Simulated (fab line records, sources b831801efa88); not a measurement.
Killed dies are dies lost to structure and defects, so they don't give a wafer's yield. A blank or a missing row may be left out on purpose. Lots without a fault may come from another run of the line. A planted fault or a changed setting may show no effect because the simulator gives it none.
Problem report in the 8D (eight disciplines) form, filled by code | flow sky130 | the parts of the form that need people (team, actions taken, sign-off) are left out

1. THE PROBLEM
killed_at_contacts at SKY_PAD_OPEN_PROBE_99 reads a mean of 71 on 3 wafers of 1 lot; wafers without a fault read 24 with a standard deviation of 5.4. That is +8.8 standard deviations from the usual mean.
First seen on wafer L375.2, day 50 17:47, on prober-02. The record holds 15 wafers of 5 lots with a number at this step. Rule for "out", or "out of limits": more than 4 standard deviations from the usual mean. The other wafers with a number count as sound.

2. WHAT IT IS AND WHAT IT IS NOT
question                    | is                     | is not
which readings at this step | killed_at_contacts     | killed_at_M4_up, killed_at_front_end, killed_at_other, killed_short
which lots                  | L375                   | L357, L360, L366, L367
which wafers of those lots  | all that have a number | -
read on which tools         | prober-02              | prober-01
when                        | from day 50 17:47      | up to then (12 sound wafers)

3. SUSPECTS, AND WHAT RULES EACH OUT
Counting: a tool at a process step up to the reading stays a suspect if it ran every lot that is out and no sound lot after the first of them.
- wet_bench-03 at SKY_LI_CONTACT_CLEAN_17 (cleans in NMP, time 600 s): kept. It ran the lot that is out, L375 (day 36 03:09), and no sound lot after that; its last sound lot up to then is L367 (day 32 14:09).
- prober-02 at SKY_PAD_OPEN_PROBE_99: kept. It ran the lot that is out, L375 (day 50 17:47), and no sound lot after that; its last sound lot up to then is L367 (day 48 05:54). Its own readings are out on those wafers: killed_at_contacts.
Left after counting: wet_bench-03 at SKY_LI_CONTACT_CLEAN_17, prober-02 at SKY_PAD_OPEN_PROBE_99.

4. THE CAUSE (what the simulator had put in)
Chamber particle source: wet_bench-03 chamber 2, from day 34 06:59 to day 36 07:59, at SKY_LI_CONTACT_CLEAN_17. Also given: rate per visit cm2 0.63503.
Counting left 2 suspects, and this tool is among them.

5. THE CHAIN OF EFFECTS, in route order
Each row: a reading whose mean over the struck wafers that have a number lies more than 3 standard deviations from the usual. Only readings for which the record gives a usual standard deviation are gone through. hours: the time from each lot's start at the first step in this table that gives one to its start at this step, as a median over the lots. sigmas: the change in usual standard deviations.
hours | step                  | reading            | usual | on struck wafers | change | sigmas
0     | SKY_PAD_OPEN_PROBE_99 | killed_at_contacts | 24    | 71               | +47    | +8.8
0     | SKY_PAD_OPEN_PROBE_99 | killed_dies        | 84    | 119              | +35    | +3.6
The process steps in it:
- SKY_PAD_OPEN_PROBE_99

6. WHAT WOULD HAVE CAUGHT IT SOONER
In this record the first reading out of limits was taken at day 50 17:47, 395 hours after the fault began at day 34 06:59.
All the lots that are out (1) had begun SKY_LI_CONTACT_CLEAN_17 on wet_bench-03 by day 50 17:47. A hold on the tool at that time would have spared none of them.
